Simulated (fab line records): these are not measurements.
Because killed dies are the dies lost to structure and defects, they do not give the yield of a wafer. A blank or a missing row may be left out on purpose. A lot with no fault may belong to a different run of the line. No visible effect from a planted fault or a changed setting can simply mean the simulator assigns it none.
2 desks, one fault + flow sky130 + only its own numbers are on each desk; what lay behind them is given at the end

## METROLOGY DESK
Lot by lot, what the gauges showed, no matter which tool ran the lot: averages of those sampled wafers that carry a number. The brackets show how far a lot's mean lies from the usual mean; more than 4 standard deviations puts the lot out of limits, marked OUT.
Columns: A = RES_XHIGH_TW at SKY_RES_XHIGH_TW_MEAS_09, usual 1651; B = SD_N_RS at SKY_SD_N_RS_MEAS_16, usual 68.56 ohm/sq; C = LI_CONTACT_OVL at SKY_LI_CONTACT_OVL_MEAS_13, usual 3 nm
| lot  | first seen here | A    | B                | C  |
|------|-----------------|------|------------------|----|
| L942 | day 27 19:13    | 1661 | 68.54            | 6  |
| L951 | day 30 06:43    | 1654 | 67.45 (-10) OUT  | -0 |
| L952 | day 30 17:59    | 1647 | 67.61 (-8.6) OUT | -2 |
| L954 | day 31 06:25    | 1649 | 68.50            | 14 |
| L958 | day 33 09:32    | 1643 | 68.51            | 0  |
| L959 | day 33 10:09    | 1654 | 68.63            | -1 |
| L960 | day 34 09:12    | 1639 | 68.54            | 2  |
| L963 | day 34 11:37    | 1644 | 68.53            | 2  |
| L962 | day 34 13:26    | 1653 | 68.49            | 13 |
| L961 | day 34 14:04    | 1646 | 68.49            | 4  |
| L964 | day 34 17:44    | 1640 | 68.58            | -3 |
Per this desk, out of limits: L951, L952; the first was L951, day 31 11:16 (SD_N_RS at SKY_SD_N_RS_MEAS_16). L942, L954, L958, L959, L960, L963, L962, L961, L964 stayed within limits.

## DESK OF THE TOOL OWNER: implanter-02
For each lot that ran on this tool, the mean over its sampled wafers that have a number, from the tool's own readings at SKY_SD_N_IMPLANT_09. The brackets show how far a lot's mean lies from the usual mean; more than 4 standard deviations puts the lot out of limits, marked OUT.
Columns: A = beam on s at SKY_SD_N_IMPLANT_09, usual 17.6 s; B = end station pressure torr at SKY_SD_N_IMPLANT_09, usual 1.38e-05 Torr
| lot  | first seen here | A    | B                  |
|------|-----------------|------|--------------------|
| L951 | day 31 10:34    | 19.4 | 5.33e-05 (+45) OUT |
| L952 | day 31 21:37    | 19.9 | 5.26e-05 (+45) OUT |
| L958 | day 34 12:55    | 17.1 | 1.46e-05           |
| L960 | day 35 11:36    | 17.3 | 1.35e-05           |
| L963 | day 35 14:42    | 16.9 | 1.37e-05           |
| L961 | day 35 16:48    | 17.2 | 1.40e-05           |
This desk's finding: out of limits on L951, L952; first on L951, day 31 10:34 (end station pressure torr at SKY_SD_N_IMPLANT_09). L958, L960, L963, L961 stayed within limits.

## BROUGHT TOGETHER
An alarm could have come from the tool owner's desk at day 31 10:34, on L951, L952.
On L951, L952, the metrology desk was in a position to raise an alarm at day 31 11:16.
All the named lots went through SKY_SD_N_IMPLANT_09 on implanter-02.

## WHAT HAD BEEN PUT IN BY THE SIMULATOR
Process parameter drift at SKY_SD_N_IMPLANT_09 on implanter-02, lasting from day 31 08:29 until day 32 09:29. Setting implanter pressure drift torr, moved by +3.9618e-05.
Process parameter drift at SKY_SD_N_IMPLANT_09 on implanter-02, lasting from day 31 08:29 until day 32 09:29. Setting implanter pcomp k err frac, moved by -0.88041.
Lots struck among those shown: L951, L952.
Delay (hours) between the fault's onset and each desk's first out-of-limits reading: 2 at the tool owner's desk, 3 at the metrology desk.
